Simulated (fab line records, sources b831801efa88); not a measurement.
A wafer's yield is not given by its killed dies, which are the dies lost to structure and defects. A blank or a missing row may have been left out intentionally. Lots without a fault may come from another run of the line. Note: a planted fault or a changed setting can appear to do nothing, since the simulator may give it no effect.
fab line records    flow gf180mcu    part 1 of 2: steps 1 to 27 of 40
record: lots: 5  wafers: 15  lastDay: 31
route steps=602 shown V2@399 M3@409 V3@429
lots with no fault: from the same line, run without faults
startH: hours from the record's first day to the start of the lot's first wafer shown    waitH: hours since the lot's step before    " unchanged from the row above    L1.1+2: a row that stands for several wafers    - no value, or no start was given    * or withheld: withheld    < > ~ a bound
route shown NAME@n: a module of which the file shows steps, and the number in the route of the first    usual: mean/standard deviation taken from wafers without a fault    same: alike in all rows    chamber/n: place in a boat    sites: each site's reading    _std_site: their standard deviation    _edge_site: the outer-site mean with the inner-site mean subtracted    radiusMm: how far each site lies from the wafer's centre    mask NAME#n: copy n    behind: the tool/chamber that last shaped the wafer    hold: reason for holding the lot/hours on hold/outcome of the hold    device: whichever transistor did not switch (one of n, p or np)    end of line: the same wafers' tests at the end of the route    a step with no rows: only its recipe    killed: dies lost to structure and defects at the first sort, not the wafer's yield    map: a wafer's dies, x killed, . not, _ none there
set.NAME: the setting that was run; set.NAME@STEP: the one run at that earlier step    model.NAME: the simulator's own value behind a step, which no gauge read
lots at selected steps of the route; one table per step, one row per wafer
services: from which hour (startH, from the record's first day; less than 0 if before it) a tool's chamber was out of use, for how many hours, and why
== steps ==
step: GF_V2_ETCH_17
recipe: chemistry: C4F8/O2/Ar  maskMaterial: KrF  target: SiO2  stopOn: TiN  sourceW: 1500  biasW: 1200  pressureMtorr: 40  c4f8FlowSccm: withheld  O2_flow_sccm: 6  Ar_flow_sccm: 300  timeS: withheld  targetDepthA: 6300
usual: oesProductAu: 0.855/0.0045  rfFwdPowerW: 1492/5.2
lot.wafer  tool        chamber  startH  waitH  oesProductAu  rfFwdPowerW
L074.2     rieDiel-02  2        -       -      0.857         1495
L074.3     "           1        "       "      0.854         1492
L074.6     "           0        "       "      0.849         1493
L075.2     rieDiel-04  3        -       -      0.853         1492
L075.4     "           1        "       "      0.851         1490
L075.5     "           2        "       "      0.848         1499
L077.4     rieDiel-03  0        -       -      0.854         1496
L077.5     "           2        "       "      0.852         1484
L077.6     "           1        "       "      0.858         1486
L078.2     rieDiel-03  1        -       -      0.862         1494
L078.4     "           3        "       "      0.857         1488
L078.6     "           2        "       "      0.852         1491
L082.2     rieDiel-02  2        -       -      0.856         1499
L082.3     "           3        "       "      0.854         1493
L082.6     "           2        "       "      0.851         1498
step: GF_V2_STRIP_18
recipe: chemistry: O2/N2  powerW: 1400  pressureMtorr: 1500  platenTempC: 250  o2FlowSccm: 3000  n2FlowSccm: 300  overashFraction: 0.5
usual: drypumpMotorCurrentA: 5.8/0.37  heaterPowerW: 328/28  oesProductAu: 0.593/0.0054
lot.wafer  tool            chamber  startH  waitH  drypumpMotorCurrentA  heaterPowerW  oesProductAu  rfHoursCounterH
L074.2     plasmaAsher-01  1        464.35  -      6.0                   347           0.591         76
L074.3     "               1        "       "      5.9                   336           0.589         -
L074.6     "               0        "       "      5.2                   331           0.593         -
L075.2     plasmaAsher-01  0        471.48  -      5.2                   334           0.589         76
L075.4     "               0        "       "      5.2                   329           0.590         -
L075.5     "               0        "       "      5.2                   328           0.586         -
L077.4     plasmaAsher-03  0        495.64  -      6.3                   306           0.596         -
L077.5     "               0        "       "      6.3                   314           0.584         -
L077.6     "               1        "       "      5.7                   318           0.591         -
L078.2     plasmaAsher-03  1        502.83  -      5.7                   308           0.587         8
L078.4     "               1        "       "      5.7                   313           0.597         -
L078.6     "               1        "       "      5.7                   324           0.596         -
L082.2     plasmaAsher-01  0        541.38  -      5.2                   327           0.598         83
L082.3     "               1        "       "      6.0                   348           0.599         -
L082.6     "               0        "       "      5.2                   331           0.596         -
step: GF_V2_STRIP_19
recipe: chemistry: postEtchResidueRemover  timeS: 1200  tempC: 72.5
usual: bathGuardTempC: 72.6/0.41
lot.wafer  tool         chamber  startH  waitH  bathGuardTempC
L074.2     wetBench-01  0        464.45  0.1    72.6
L074.3     "            0        "       "      72.7
L074.6     "            0        "       "      72.8
L075.2     wetBench-01  3        471.58  0.1    72.8
L075.4     "            3        "       "      73.0
L075.5     "            3        "       "      72.9
L077.4     wetBench-04  3        495.70  0.0    72.1
L077.5     "            3        "       "      72.1
L077.6     "            3        "       "      72.4
L078.2     wetBench-01  2        502.93  0.1    72.4
L078.4     "            2        "       "      72.3
L078.6     "            2        "       "      72.6
L082.2     wetBench-03  3        541.48  0.1    72.2
L082.3     "            3        "       "      72.3
L082.6     "            3        "       "      72.3
step: GF_V2_CLEAN_20
recipe: chemistry: DIW  dry: n2Spin
lot.wafer   tool         chamber  startH  waitH
L074.2+3+6  wetBench-03  3        464.80  0.0
L075.2+4+5  wetBench-03  2        471.93  0.0
L077.4+5+6  wetBench-03  2        496.05  0.0
L078.2+4+6  wetBench-03  1        503.28  0.0
L082.2+3+6  wetBench-01  0        541.83  0.0
step: GF_V2_SPUTTER_21
recipe: material: Ti  targetThkNm: 15  chamberPressurePa: 5  powerW: 2500  substrateTempC: 200  timeS: 80.02
usual: throttleValvePct: 29.9/0.91
lot.wafer  tool           chamber  startH  waitH  throttleValvePct
L074.2     pvdSputter-04  -        464.89  0.0    30.7
L074.3     "              -        "       "      30.2
L074.6     "              -        "       "      30.1
L075.2     pvdSputter-01  -        472.02  0.0    31.3
L075.4     "              -        "       "      29.5
L075.5     "              -        "       "      31.5
L077.4     pvdSputter-01  -        496.14  0.0    29.9
L077.5     "              -        "       "      31.4
L077.6     "              -        "       "      29.4
L078.2     pvdSputter-03  -        503.37  0.0    29.2
L078.4     "              -        "       "      29.3
L078.6     "              -        "       "      30.3
L082.2     pvdSputter-04  -        541.92  0.0    30.0
L082.3     "              -        "       "      28.9
L082.6     "              -        "       "      30.9
step: GF_V2_SPUTTER_22
recipe: material: TiN  targetThkNm: 10  chamberPressurePa: 5  powerW: 4000  timeS: 40
usual: throttleValvePct: 29.9/0.91
lot.wafer  tool           chamber  startH  waitH  throttleValvePct
L074.2     pvdSputter-04  -        464.95  0.0    31.0
L074.3     "              -        "       "      30.0
L074.6     "              -        "       "      30.2
L075.2     pvdSputter-01  -        472.08  0.0    31.5
L075.4     "              -        "       "      29.7
L075.5     "              -        "       "      31.5
L077.4     pvdSputter-01  -        496.21  0.0    30.0
L077.5     "              -        "       "      31.9
L077.6     "              -        "       "      29.2
L078.2     pvdSputter-03  -        503.43  0.0    29.1
L078.4     "              -        "       "      29.5
L078.6     "              -        "       "      29.9
L082.2     pvdSputter-04  -        541.98  0.0    29.7
L082.3     "              -        "       "      28.6
L082.6     "              -        "       "      31.0
step: GF_V2_CVD_23
recipe: material: W  targetThkNm: 350  timeS: 104.94  tempC: 400  pressureTorr: 40
usual: heaterPowerW: 975/73
lot.wafer  tool     chamber  startH  waitH  heaterPowerW  sinceWetCleanH
L074.2     cvdW-02  0        464.99  0.0    928           61
L074.3     "        0        "       "      942           -
L074.6     "        0        "       "      941           -
L075.2     cvdW-02  1        472.12  0.0    923           68
L075.4     "        0        "       "      928           -
L075.5     "        1        "       "      902           -
L077.4     cvdW-01  1        496.29  0.1    944           -
L077.5     "        0        "       "      1111          -
L077.6     "        1        "       "      954           -
L078.2     cvdW-02  1        503.47  0.0    923           99
L078.4     "        1        "       "      907           -
L078.6     "        1        "       "      903           -
L082.2     cvdW-01  0        542.02  0.0    1092          638
L082.3     "        0        "       "      1082          -
L082.6     "        0        "       "      1106          -
step: GF_V2_RS_MEAS_24
recipe: thkMeasGauge: four-point-probe  reads: W_of_V2_CVD_23+TiN_of_V2_SPUTTER_22+Ti_of_V2_SPUTTER_21
usual: V2_W_RS: 0.325/0.0039
lot.wafer  tool          chamber  startH  waitH  V2_W_RS[ohm/sq]
L074.2     filmMetro-03  -        465.12  0.1    0.321
L074.3     "             -        "       "      0.327
L074.6     "             -        "       "      0.326
L075.2     filmMetro-04  -        472.25  0.1    0.319
L075.4     "             -        "       "      0.321
L075.5     "             -        "       "      0.318
L077.4     filmMetro-04  -        496.42  0.1    0.325
L077.5     "             -        "       "      0.329
L077.6     "             -        "       "      0.327
L078.2     filmMetro-01  -        503.60  0.1    0.317
L078.4     "             -        "       "      0.321
L078.6     "             -        "       "      0.318
L082.2     filmMetro-03  -        542.15  0.1    0.325
L082.3     "             -        "       "      0.326
L082.6     "             -        "       "      0.324
step: GF_V2_THK_MEAS_25
recipe: thkMeasGauge: xrf  reads: W_of_V2_CVD_23
usual: V2_W_THK: 341/4.3
lot.wafer  tool          chamber  startH  waitH  V2_W_THK[nm]
L074.2     filmMetro-03  -        465.23  0.1    342
L074.3     "             -        "       "      336
L074.6     "             -        "       "      339
L075.2     filmMetro-04  -        472.36  0.1    349
L075.4     "             -        "       "      347
L075.5     "             -        "       "      350
L077.4     filmMetro-04  -        496.51  0.1    338
L077.5     "             -        "       "      333
L077.6     "             -        "       "      335
L078.2     filmMetro-01  -        503.71  0.1    347
L078.4     "             -        "       "      344
L078.6     "             -        "       "      346
L082.2     filmMetro-03  -        542.26  0.1    341
L082.3     "             -        "       "      337
L082.6     "             -        "       "      341
step: GF_V2_CMP_26
recipe: stopOn: SiO2  downForcePsi: 3.5  platenRpm: 60  tOverpolishS: 15  targetThkNm: 0  padVelocityMS: 0.94248
usual: motorCurrentA: 11.2/1  overpolishRunS: 15.002/0.0092  timeToEndpointS: 86/4.1
lot.wafer  tool    chamber  startH  waitH  motorCurrentA  overpolishRunS  timeToEndpointS
L074.3     cmp-02  3        465.28  0.0    12.0           15.021          86
L074.2     "       0        "       "      10.2           14.988          89
L074.6     "       3        "       "      12.7           15.013          87
L075.4     cmp-02  2        472.41  0.0    11.2           15.011          81
L075.2     "       1        "       "      10.8           15.000          83
L075.5     "       2        "       "      11.3           15.008          82
L077.4     cmp-02  1        496.64  0.1    10.8           15.004          81
L077.5     "       3        "       "      12.1           15.016          88
L077.6     "       0        "       "      9.7            15.005          84
L078.2     cmp-02  0        503.86  0.1    10.8           15.001          83
L078.4     "       1        "       "      11.0           15.015          82
L078.6     "       3        "       "      13.2           15.009          85
L082.3     cmp-01  0        542.31  0.0    10.1           14.979          83
L082.2     "       2        "       "      11.9           15.000          82
L082.6     "       0        "       "      10.1           15.016          85
step: GF_M3_SPUTTER_00
recipe: material: Ti  targetThkNm: 37.5  arrivingIonEnergyEv: 80  substrateTempC: 200  chamberPressurePa: 2  powerW: 4000  timeS: 150
usual: throttleValvePct: 29.7/1.1
lot.wafer  tool           chamber  startH  waitH  throttleValvePct
L074.2     pvdSputter-03  -        465.58  0.2    29.2
L074.3     "              -        "       "      28.8
L074.6     "              -        "       "      29.1
L075.2     pvdSputter-04  -        472.71  0.1    30.1
L075.4     "              -        "       "      30.7
L075.5     "              -        "       "      29.0
L077.4     pvdSputter-02  -        496.84  0.1    30.5
L077.5     "              -        "       "      31.9
L077.6     "              -        "       "      30.5
L078.2     pvdSputter-02  -        504.06  0.1    29.3
L078.4     "              -        "       "      30.6
L078.6     "              -        "       "      29.2
L082.2     pvdSputter-03  -        542.61  0.1    29.4
L082.3     "              -        "       "      30.2
L082.6     "              -        "       "      29.1
step: GF_M3_SPUTTER_01
recipe: material: TiN  targetThkNm: 30  powerW: 6500  timeS: 25  chamberPressurePa: 0.4
usual: throttleValvePct: 29.7/1.1
lot.wafer  tool           chamber  startH  waitH  throttleValvePct
L074.2     pvdSputter-03  -        465.68  0.1    29.1
L074.3     "              -        "       "      29.2
L074.6     "              -        "       "      29.1
L075.2     pvdSputter-04  -        472.81  0.1    30.2
L075.4     "              -        "       "      30.8
L075.5     "              -        "       "      28.7
L077.4     pvdSputter-02  -        496.94  0.1    30.3
L077.5     "              -        "       "      32.0
L077.6     "              -        "       "      30.7
L078.2     pvdSputter-02  -        504.16  0.1    29.1
L078.4     "              -        "       "      30.6
L078.6     "              -        "       "      29.5
L082.2     pvdSputter-03  -        542.71  0.1    29.3
L082.3     "              -        "       "      30.4
L082.6     "              -        "       "      29.0
step: GF_M3_SPUTTER_02
recipe: material: AlCu  targetThkNm: 450  powerW: 10600  timeS: 23.9  chamberPressurePa: 0.4
usual: throttleValvePct: 29.7/1.1
lot.wafer  tool           chamber  startH  waitH  throttleValvePct
L074.2     pvdSputter-03  -        465.71  0.0    29.3
L074.3     "              -        "       "      29.0
L074.6     "              -        "       "      28.8
L075.2     pvdSputter-04  -        472.84  0.0    30.4
L075.4     "              -        "       "      30.8
L075.5     "              -        "       "      28.7
L077.4     pvdSputter-02  -        496.97  0.0    30.4
L077.5     "              -        "       "      32.2
L077.6     "              -        "       "      30.9
L078.2     pvdSputter-02  -        504.19  0.0    29.3
L078.4     "              -        "       "      30.8
L078.6     "              -        "       "      29.4
L082.2     pvdSputter-03  -        542.74  0.0    29.2
L082.3     "              -        "       "      29.9
L082.6     "              -        "       "      29.3
step: GF_M3_SPUTTER_03
recipe: material: Ti  targetThkNm: 10  substrateTempC: 300  chamberPressurePa: 0.3  powerW: 3000  timeS: 6.7
usual: throttleValvePct: 29.7/1.1
lot.wafer  tool           chamber  startH  waitH  throttleValvePct
L074.2     pvdSputter-03  -        465.74  0.0    29.4
L074.3     "              -        "       "      29.0
L074.6     "              -        "       "      29.2
L075.2     pvdSputter-04  -        472.87  0.0    30.0
L075.4     "              -        "       "      31.0
L075.5     "              -        "       "      28.9
L077.4     pvdSputter-02  -        497.00  0.0    30.6
L077.5     "              -        "       "      31.9
L077.6     "              -        "       "      30.6
L078.2     pvdSputter-02  -        504.22  0.0    29.4
L078.4     "              -        "       "      30.5
L078.6     "              -        "       "      29.1
L082.2     pvdSputter-03  -        542.77  0.0    29.5
L082.3     "              -        "       "      30.1
L082.6     "              -        "       "      28.9
step: GF_M3_SPUTTER_04
recipe: material: TiN  targetThkNm: 50  powerW: 6500  timeS: 41.7  chamberPressurePa: 0.4
usual: throttleValvePct: 29.7/1.1
lot.wafer  tool           chamber  startH  waitH  throttleValvePct
L074.2     pvdSputter-03  -        465.76  0.0    29.5
L074.3     "              -        "       "      29.0
L074.6     "              -        "       "      29.0
L075.2     pvdSputter-04  -        472.89  0.0    30.4
L075.4     "              -        "       "      30.7
L075.5     "              -        "       "      29.0
L077.4     pvdSputter-02  -        497.02  0.0    30.7
L077.5     "              -        "       "      31.9
L077.6     "              -        "       "      30.6
L078.2     pvdSputter-02  -        504.24  0.0    29.1
L078.4     "              -        "       "      30.4
L078.6     "              -        "       "      29.3
L082.2     pvdSputter-03  -        542.79  0.0    29.4
L082.3     "              -        "       "      30.3
L082.6     "              -        "       "      29.1
step: GF_M3_RS_MEAS_05
recipe: thkMeasGauge: four-point-probe  reads: TiN_of_M3_SPUTTER_04+Ti_of_M3_SPUTTER_03+AlCu_of_M3_SPUTTER_02+TiN_of_M3_SPUTTER_01+Ti_of_M3_SPUTTER_00
usual: M3_ALCU_RS: 0.0691/0.00081
lot.wafer  tool          chamber  startH  waitH  M3_ALCU_RS[ohm/sq]
L074.2     filmMetro-01  -        465.82  0.0    0.0698
L074.3     "             -        "       "      0.0680
L074.6     "             -        "       "      0.0684
L075.2     filmMetro-02  -        472.95  0.0    0.0690
L075.4     "             -        "       "      0.0690
L075.5     "             -        "       "      0.0683
L077.4     filmMetro-03  -        497.12  0.1    0.0696
L077.5     "             -        "       "      0.0682
L077.6     "             -        "       "      0.0695
L078.2     filmMetro-01  -        504.30  0.0    0.0702
L078.4     "             -        "       "      0.0708
L078.6     "             -        "       "      0.0703
L082.2     filmMetro-03  -        542.85  0.0    0.0702
L082.3     "             -        "       "      0.0691
L082.6     "             -        "       "      0.0699
step: GF_M3_THK_MEAS_06
recipe: thkMeasGauge: xrf  reads: AlCu_of_M3_SPUTTER_02
usual: M3_ALCU_THK: 451/5.5
lot.wafer  tool          chamber  startH  waitH  M3_ALCU_THK[nm]
L074.2     filmMetro-01  -        465.93  0.1    448
L074.3     "             -        "       "      456
L074.6     "             -        "       "      451
L075.2     filmMetro-02  -        473.06  0.1    456
L075.4     "             -        "       "      455
L075.5     "             -        "       "      458
L077.4     filmMetro-03  -        497.21  0.1    447
L077.5     "             -        "       "      456
L077.6     "             -        "       "      450
L078.2     filmMetro-01  -        504.41  0.1    445
L078.4     "             -        "       "      438
L078.6     "             -        "       "      443
L082.2     filmMetro-03  -        542.96  0.1    443
L082.3     "             -        "       "      450
L082.6     "             -        "       "      447
step: GF_M3_DEHYDRATE_07
recipe: tempC: 200  timeS: 60
lot.wafer   tool           chamber  startH  waitH
L074.2+3+6  lithoTrack-01  0        477.39  11.4
L075.2+4+5  lithoTrack-03  0        484.24  11.2
L077.4+5+6  lithoTrack-01  0        508.44  11.2
L078.2+4+6  lithoTrack-03  0        515.54  11.1
L082.2+3+6  lithoTrack-01  0        553.49  10.5
step: GF_M3_HMDS_08
recipe: primeTimeS: 60  primeTempC: 120
lot.wafer   tool           chamber  startH  waitH
L074.2+3+6  lithoTrack-01  0        477.54  0.1
L075.2+4+5  lithoTrack-03  0        484.39  0.1
L077.4+5+6  lithoTrack-01  0        508.59  0.1
L078.2+4+6  lithoTrack-03  0        515.69  0.1
L082.2+3+6  lithoTrack-01  0        553.64  0.1
step: GF_M3_COAT_09
recipe: resist: KrF  spinRpm: withheld  resistThkNm: 1000
lot.wafer   tool           chamber  startH  waitH
L074.2+3+6  lithoTrack-01  0        477.69  0.1
L075.2+4+5  lithoTrack-03  0        484.54  0.1
L077.4+5+6  lithoTrack-01  0        508.74  0.1
L078.2+4+6  lithoTrack-03  0        515.84  0.1
L082.2+3+6  lithoTrack-01  0        553.79  0.1
step: GF_M3_SOFTBAKE_10
recipe: tempC: 130  timeS: 60  resist: KrF
lot.wafer   tool           chamber  startH  waitH
L074.2+3+6  lithoTrack-01  0        477.84  0.1
L075.2+4+5  lithoTrack-03  0        484.69  0.1
L077.4+5+6  lithoTrack-01  0        508.89  0.1
L078.2+4+6  lithoTrack-03  0        515.99  0.1
L082.2+3+6  lithoTrack-01  0        553.94  0.1
step: GF_M3_EXPOSE_11
recipe: maskId: Metal3  targetCdNm: 280  na: 0.68  sourceShape: conventional  sigmaOuter: 0.6  doseMj: 28
lot.wafer   tool           chamber  startH  waitH  mask
L074.2+3+6  krfScanner-01  0        -       -      Metal3#0
L075.2+4+5  krfScanner-02  0        -       -      Metal3#0
L077.4+5+6  krfScanner-01  0        -       -      Metal3#0
L078.2+4+6  krfScanner-01  0        -       -      Metal3#0
L082.2+3+6  krfScanner-02  0        -       -      Metal3#0
step: GF_M3_PEB_12
recipe: pebTempC: 135  pebTimeS: 90  resist: KrF
lot.wafer   tool           chamber  startH  waitH
L074.2+3+6  lithoTrack-02  0        -       -
L075.2+4+5  lithoTrack-02  0        -       -
L077.4+5+6  lithoTrack-02  0        -       -
L078.2+4+6  lithoTrack-02  0        -       -
L082.2+3+6  lithoTrack-03  0        -       -
step: GF_M3_DEVELOP_13
recipe: developTimeS: 60  devTempC: 21
lot.wafer   tool           chamber  startH  waitH
L074.2+3+6  lithoTrack-02  0        489.37  0.2
L075.2+4+5  lithoTrack-02  0        496.47  0.2
L077.4+5+6  lithoTrack-02  0        520.47  0.1
L078.2+4+6  lithoTrack-02  0        527.47  0.2
L082.2+3+6  lithoTrack-03  0        564.59  0.2
step: GF_M3_CD_MEAS_14
recipe: targetCdNm: 280
usual: cdNm: 279.9/0.99
lot.wafer  tool      chamber  startH  waitH  cdNm
L074.2     cdSem-02  -        489.52  0.1    279.4
L074.3     "         -        "       "      280.0
L074.6     "         -        "       "      278.7
L075.2     cdSem-02  -        496.61  0.1    278.4
L075.4     "         -        "       "      276.8
L075.5     "         -        "       "      277.5
L077.4     cdSem-01  -        520.60  0.1    280.4
L077.5     "         -        "       "      280.9
L077.6     "         -        "       "      281.0
L078.2     cdSem-01  -        527.61  0.1    280.0
L078.4     "         -        "       "      278.9
L078.6     "         -        "       "      279.3
L082.2     cdSem-01  -        564.74  0.1    280.2
L082.3     "         -        "       "      279.5
L082.6     "         -        "       "      279.8
step: GF_M3_OVL_MEAS_15
usual: M3_OVL: 0/4.5
lot.wafer  tool        chamber  startH  waitH  M3_OVL[nm]
L074.2     overlay-02  -        489.62  0.1    1
L074.3     "           -        "       "      1
L074.6     "           -        "       "      -1
L075.2     overlay-01  -        496.72  0.1    2
L075.4     "           -        "       "      -1
L075.5     "           -        "       "      -3
L077.4     overlay-01  -        520.68  0.1    -5
L077.5     "           -        "       "      -4
L077.6     "           -        "       "      2
L078.2     overlay-02  -        527.72  0.1    -8
L078.4     "           -        "       "      5
L078.6     "           -        "       "      -2
L082.2     overlay-02  -        564.84  0.1    -3
L082.3     "           -        "       "      -2
L082.6     "           -        "       "      -4
step: GF_M3_METAL_ETCH_16
recipe: chemistry: Cl2/BCl3  maskMaterial: KrF  targetDepthNm: 750.8  stopOn: SiO2  pressureMtorr: 8  icpW: 800  biasW: 140  Cl2_flow_sccm: 80  bcl3FlowSccm: 40  timeS: 125.1
usual: drypumpMotorCurrentA: 5.7/0.7  oesProductAu: 0.991/0.0056  rfFwdPowerW: 796.9/2.5  throttleValvePct: 28.228/0.0097
lot.wafer  tool         chamber  startH  waitH  drypumpMotorCurrentA  oesProductAu  rfFwdPowerW  rfHoursCounterH  throttleValvePct
L074.2     rieMetal-04  0        489.65  0.0    6.7                   0.997         796.3        5                28.215
L074.3     "            0        "       "      6.7                   0.994         796.8        -                28.204
L074.6     "            1        "       "      4.9                   0.989         800.2        -                28.233
L075.2     rieMetal-03  0        496.79  0.1    4.9                   0.990         796.7        -                28.228
L075.4     "            0        "       "      4.9                   0.989         796.8        -                28.235
L075.5     "            0        "       "      4.9                   0.986         796.6        -                28.231
L077.4     rieMetal-01  0        520.74  0.1    5.5                   0.993         790.8        -                28.231
L077.5     "            0        "       "      5.5                   0.993         795.3        -                28.229
L077.6     "            1        "       "      6.3                   0.981         798.5        -                28.224
L078.2     rieMetal-01  0        527.75  0.0    5.4                   0.995         797.9        0                28.233
L078.4     "            0        "       "      5.4                   0.990         793.9        -                28.229
L078.6     "            1        "       "      6.3                   0.982         798.5        -                28.238
L082.2     rieMetal-04  0        564.87  0.0    6.7                   0.995         798.1        8                28.228
L082.3     "            0        "       "      6.7                   0.992         793.9        -                28.215
L082.6     "            1        "       "      5.0                   0.992         799.4        -                28.236
